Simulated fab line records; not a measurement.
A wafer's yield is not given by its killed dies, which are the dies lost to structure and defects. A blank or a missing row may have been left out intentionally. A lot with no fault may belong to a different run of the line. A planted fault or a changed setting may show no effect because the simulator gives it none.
Comparing a struck lot with a sound one || flow sfq_line || 42 steps out of a route of 325
Sound: the wafers L978.1, L978.4, L978.5. Struck: wafer L983.5 (L983.1, L983.2, from the same lot, were not struck and are left out); the cause is given at the end.
Per side, at each step with rows, come the tool, then ch with its chambers, and then its first start. Under that, the readings that differ: sound wafers || struck wafers || difference of the means || sigmas: that difference in standard deviations of wafers without a fault.
alike: readings with means less than 2 such deviations apart, plus words and numbers identical on both sides. not compared: withheld readings, readings lacking a value on some wafer, bounds such as >300 that could conceal the same value, and numbers that have no deviation in the record and whose values overlap.
Wherever a step has rows on one side only, a row that says differs or no value, or a row with sigmas, the two part there. Numbers that have no deviation but don't overlap get no sigmas and don't part them. Lack of a reading on every wafer of one side parts them only where that side has two or more wafers.

first, 6 steps without rows for these wafers: SFQ_TRILAYER_M0_LITHO_COAT_026 (resist thk 62 nm); SFQ_TRILAYER_M0_LITHO_COAT_021 (resist thk 600 nm); SFQ_TRILAYER_M0_LITHO_SOFTBAKE_025; SFQ_TRILAYER_M0_LITHO_EXPOSE_022 (exposes mask M0, target cd 500 nm); SFQ_TRILAYER_M0_LITHO_PEB_024 (peb time 60 s); SFQ_TRILAYER_M0_LITHO_DEVELOP_023 (time 60 s).
SFQ_M0_OVL_MEAS_906:
  sound on overlay-01, day 16 07:18; struck on overlay-01, day 18 07:18
  alike: M0_OVL
then, 1 step without rows for these wafers: SFQ_TRILAYER_M0_BARC_OPEN_METAL_ETCH_031 (etches BARC in O2, target depth 125 nm, time 41.7 s).
SFQ_TRILAYER_M0_ETCH_METAL_ETCH_024: etches Nb in Cl2/Ar, stops on SiO2, target depth 240 nm, time 120 s.
  sound on rie_metal-03 ch 0,1, day 16 07:24; struck on rie_metal-04 ch 0, day 18 07:24
{"reading": "drypump_motor_current_A (A)", "sound": "6.1 6.0 6.0", "struck": 5.1, "difference": -0.9, "sigmas": -2}
  alike: oes_product_au, rf_fwd_power_W
  not compared: rf_hours_counter_h
SFQ_TRILAYER_M0_STRIP_STRIP_025: strips in O2.
  sound on rie_metal-03 ch 0,1, day 16 07:31; struck on rie_metal-04 ch 0, day 18 07:31
{"reading": "drypump_motor_current_A (A)", "sound": "6.1 6.0 6.0", "struck": 5.1, "difference": -0.9, "sigmas": -2}
  alike: oes_product_au
  not compared: rf_hours_counter_h
then, 1 step without rows for these wafers: SFQ_TRILAYER_M0_STRIP_SOLV_CLEAN_026 (cleans in NMP, time 600 s).
SFQ_TRILAYER_I0_DEP_PECVD_027: deposits SiO2 from SiH4/N2O, time 111.11 s, target thk 500 nm.
  sound on pecvd-02 ch 0,1,2, day 16 08:18; struck on pecvd-04 ch 0, day 18 08:18
{"reading": "heater_power_w (W)", "sound": "75 68 71", "struck": 52, "difference": -19, "sigmas": -2}
  alike: rf_fwd_power_W, throttle_valve_pct
SFQ_TRILAYER_I0_CMP_CMP_028: polishes SiO2.
  sound on cmp-01 ch 0,1,2, day 16 09:23; struck on cmp-01 ch 1, day 18 09:23
{"reading": "platen_rpm (rpm)", "sound": "59.93 59.99 60.01", "struck": 60.06, "difference": "+0.08", "sigmas": "+2"}
{"reading": "time_to_endpoint_s (s)", "sound": "206 215 215", "struck": 281, "difference": "+69", "sigmas": "+11"}
{"reading": "model.SiO2_of_TRILAYER_I0_DEP_PECVD_027.thk_nm (nm)", "sound": "200.8 200.8 200.2", "struck": 306.1, "difference": "+105.5", "sigmas": ""}
  alike: motor_current_A
SFQ_I0_BOW_MEAS_907:
  sound on film_metro-02, day 16 11:23; struck on film_metro-03, day 18 11:23
  alike: I0_BOW
SFQ_TRILAYER_I0_METRO_MEASURE_029:
  sound on film_metro-02, day 16 11:30; struck on film_metro-03, day 18 11:30
{"reading": "thk_nm (nm)", "sound": "200.8 200.8 200.1", "struck": 306.0, "difference": "+105.4", "sigmas": "+99 or more"}
then, 6 steps without rows for these wafers: SFQ_TRILAYER_I0_VIA_LITHO_COAT_036 (resist thk 62 nm); SFQ_TRILAYER_I0_VIA_LITHO_COAT_031 (resist thk 650 nm); SFQ_TRILAYER_I0_VIA_LITHO_SOFTBAKE_035; SFQ_TRILAYER_I0_VIA_LITHO_EXPOSE_032 (exposes mask I0, target cd 500 nm); SFQ_TRILAYER_I0_VIA_LITHO_PEB_034 (peb time 60 s); SFQ_TRILAYER_I0_VIA_LITHO_DEVELOP_033 (time 60 s).
-- the record jumps here: 7 days lie between the struck wafers' starts before and after --
SFQ_I0_OVL_MEAS_908:
  sound on overlay-02, day 22 07:19; struck on overlay-01, day 25 06:43
  alike: I0_OVL
then, 1 step without rows for these wafers: SFQ_TRILAYER_I0_VIA_BARC_OPEN_VIA_ETCH_046 (etches BARC in O2, target depth 125 nm, time 41.7 s).
SFQ_TRILAYER_I0_VIA_ETCH_VIA_ETCH_034: etches SiO2 in CHF3, stops on Nb, target depth 260 nm.
  sound on rie_diel-01 ch 0,1, day 22 07:23; struck on rie_diel-02 ch 3, day 25 06:47
{"reading": "oes_product_au (a.u.)", "sound": "0.857 0.861 0.859", "struck": 1.008, "difference": "+0.149", "sigmas": "+32"}
{"reading": "model.I0.feature_depth_nm (nm)", "sound": "200.8 200.8 200.2", "struck": 263.3, "difference": "+62.7", "sigmas": ""}
{"reading": "model.etch.depth_nm (nm)", "sound": "200.8 200.8 200.2", "struck": 263.3, "difference": "+62.7", "sigmas": ""}
  alike: drypump_motor_current_A, rf_fwd_power_W
SFQ_TRILAYER_I0_VIA_STRIP_STRIP_035: strips in O2.
  sound on rie_metal-02 ch 0,1, day 22 07:30; struck on rie_metal-02 ch 1, day 25 06:54
  alike: drypump_motor_current_A, oes_product_au
  not compared: rf_hours_counter_h
then, 3 steps without rows for these wafers: SFQ_TRILAYER_I0_VIA_STRIP_SOLV_CLEAN_036 (cleans in NMP, time 600 s); SFQ_TRILAYER_M1_DEP_PRE_CLEAN_038 (time 22.5 s); SFQ_TRILAYER_M1_DEP_SPUTTER_037 (material Nb, target thk 200 nm, time 133.3 s).
SFQ_M1_RS_MEAS_909: the measuring method here is four-point-probe.
  sound on film_metro-03, day 22 08:23; struck on film_metro-04, day 25 08:23
  alike: M1_NB_RS
then, 6 steps without rows for these wafers: SFQ_TRILAYER_M1_LITHO_COAT_044 (resist thk 62 nm); SFQ_TRILAYER_M1_LITHO_COAT_039 (resist thk 600 nm); SFQ_TRILAYER_M1_LITHO_SOFTBAKE_043; SFQ_TRILAYER_M1_LITHO_EXPOSE_040 (exposes mask M1, target cd 500 nm); SFQ_TRILAYER_M1_LITHO_PEB_042 (peb time 60 s); SFQ_TRILAYER_M1_LITHO_DEVELOP_041 (time 60 s).
-- the record jumps here: 7 days lie between the struck wafers' starts before and after --
SFQ_M1_OVL_MEAS_911:
  sound on overlay-01, day 29 18:40; struck on overlay-01, day 32 08:52
  alike: M1_OVL
SFQ_TRILAYER_M1_BARC_OPEN_METAL_ETCH_054: etches BARC in O2, target depth 125 nm, time 41.7 s.
  sound on rie_metal-02 ch 0,1, day 29 18:43; struck on rie_metal-03 ch 1, day 32 08:55
{"reading": "model.SiO2_of_TRILAYER_I0_DEP_PECVD_027.thk_nm (nm)", "sound": "193.3 193.3 192.7", "struck": 298.6, "difference": "+105.5", "sigmas": ""}
  alike: drypump_motor_current_A, oes_product_au, rf_fwd_power_W
  not compared: rf_hours_counter_h
SFQ_TRILAYER_M1_ETCH_METAL_ETCH_042: etches Nb in Cl2/Ar, stops on SiO2, target depth 240 nm, time 120 s.
  sound on rie_metal-02 ch 0,1, day 29 18:46; struck on rie_metal-03 ch 1, day 32 08:58
  alike: drypump_motor_current_A, oes_product_au, rf_fwd_power_W
  not compared: rf_hours_counter_h
then, 3 steps without rows for these wafers: SFQ_TRILAYER_M1_STRIP_STRIP_043 (strips in O2); SFQ_TRILAYER_M1_STRIP_SOLV_CLEAN_044 (cleans in NMP, time 600 s); SFQ_TRILAYER_I1_DEP_PECVD_045 (deposits SiO2 from SiH4/N2O, time 111.11 s, target thk 500 nm).
-- the record jumps here: 58 days lie between the struck wafers' starts before and after --
SFQ_M8_BOW_MEAS_951:
  sound on film_metro-02, day 88 23:47; struck on film_metro-03, day 90 10:58
{"reading": "model.etest.i0.link_ohm", "sound": "1.965 1.963 1.97", "struck": 1e+06, "difference": "+1e+06", "sigmas": ""}
  alike: M8_BOW

## WHERE THEY PART
Earliest at SFQ_TRILAYER_M0_ETCH_METAL_ETCH_024; latest, in this record, at SFQ_TRILAYER_I0_VIA_ETCH_VIA_ETCH_034. Later steps at which nothing parts them and some readings are alike: SFQ_TRILAYER_I0_VIA_STRIP_STRIP_035, SFQ_M1_RS_MEAS_909, SFQ_M1_OVL_MEAS_911, SFQ_TRILAYER_M1_BARC_OPEN_METAL_ETCH_054, SFQ_TRILAYER_M1_ETCH_METAL_ETCH_042, SFQ_M8_BOW_MEAS_951.

WHY: whatever the simulator had introduced
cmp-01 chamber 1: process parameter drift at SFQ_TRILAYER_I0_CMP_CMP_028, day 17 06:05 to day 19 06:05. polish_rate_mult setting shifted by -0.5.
